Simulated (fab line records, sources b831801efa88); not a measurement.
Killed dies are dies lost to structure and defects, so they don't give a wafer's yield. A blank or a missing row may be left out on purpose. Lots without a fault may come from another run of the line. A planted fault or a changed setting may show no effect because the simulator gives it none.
Chamber matching | flow gf180mcu | GF_CONTACT_CMP_04 on cmp-01: 4 sister chambers
The step polishes SiO2. 16 wafers are shown with their chamber, then 8 later ones without.

WAFERS WITH THEIR CHAMBER
wafer  | chamber | motor_current_A (A) | time_to_endpoint_s (s) | edge_zone_pressure_frac
L572.1 | 0       | 11.6                | 110                    | 0.997
L572.3 | 3       | 12.1                | 110                    | 0.997
L572.5 | 1       | 11.3                | 108                    | 0.997
L573.1 | 3       | 11.5                | 114                    | 0.989
L573.2 | 0       | 11.3                | 114                    | 1.006
L573.4 | 2       | 11.0                | 109                    | 1.014
L574.3 | 2       | 11.5                | 108                    | 0.999
L574.5 | 3       | 11.8                | 113                    | 0.995
L574.6 | 2       | 10.8                | 103                    | 0.996
L577.1 | 1       | 11.2                | 96                     | 0.999
L577.3 | 0       | 11.7                | 107                    | 0.999
L577.4 | 3       | 11.8                | 118                    | 0.998
L578.3 | 0       | 12.0                | 111                    | 0.998
L578.4 | 2       | 11.2                | 106                    | 1.009
L578.5 | 0       | 11.6                | 114                    | 0.996
L580.1 | 0       | 11.5                | 119                    | 0.997

SIGNATURES (means of the wafers above)
reading                 | chamber 0 | chamber 1 | chamber 2 | chamber 3 | scatter within a chamber
motor_current_A         | 11.617    | 11.250    | 11.125    | 11.800    | 0.245
time_to_endpoint_s      | 112.50    | 102.00    | 106.50    | 113.75    | 4.2
edge_zone_pressure_frac | 0.99883   | 0.99800   | 1.00450   | 0.99475   | 0.00525
Rule: a wafer's distance from a chamber is the root of the sum, over the readings, of the square of ((its reading less the chamber's mean) divided by the reading's scatter). The wafer belongs to the nearest chamber; if the next one is less than 2 further off, it can't be placed. The scatter: the root of (the sum of the squares of (reading less its chamber's mean) over the shown wafers, divided by (wafers less chambers)).

WAFERS WITHOUT THEIR CHAMBER
wafer  | motor_current_A (A) | time_to_endpoint_s (s) | edge_zone_pressure_frac
L580.2 | 11.4                | 108                    | 0.997
L580.3 | 11.1                | 99                     | 0.999
L594.2 | 12.1                | 100                    | 1.005
L594.3 | 11.6                | 113                    | 1.001
L594.5 | 11.5                | 98                     | 0.996
L595.2 | 11.6                | 107                    | 0.999
L595.3 | 11.1                | 100                    | 0.994
L595.5 | 11.2                | 117                    | 0.995

WHICH CHAMBER EACH WENT THROUGH
wafer  | from the rows above               | in truth
L580.2 | can't be placed: 0 or 1 or 2 or 3 | 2
L580.3 | can't be placed: 1 or 2           | 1
L594.2 | can't be placed: 1 or 0 or 3 or 2 | 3
L594.3 | can't be placed: 0 or 3           | 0
L594.5 | can't be placed: 1 or 2           | 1
L595.2 | can't be placed: 0 or 1 or 3 or 2 | 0
L595.3 | can't be placed: 1 or 2           | 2
L595.5 | can't be placed: 0 or 3 or 2 or 1 | 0
Placed correctly: 0 of 8. Can't be placed from these rows: 8 (the true chamber is among the candidates in 8). Placed wrongly: 0.
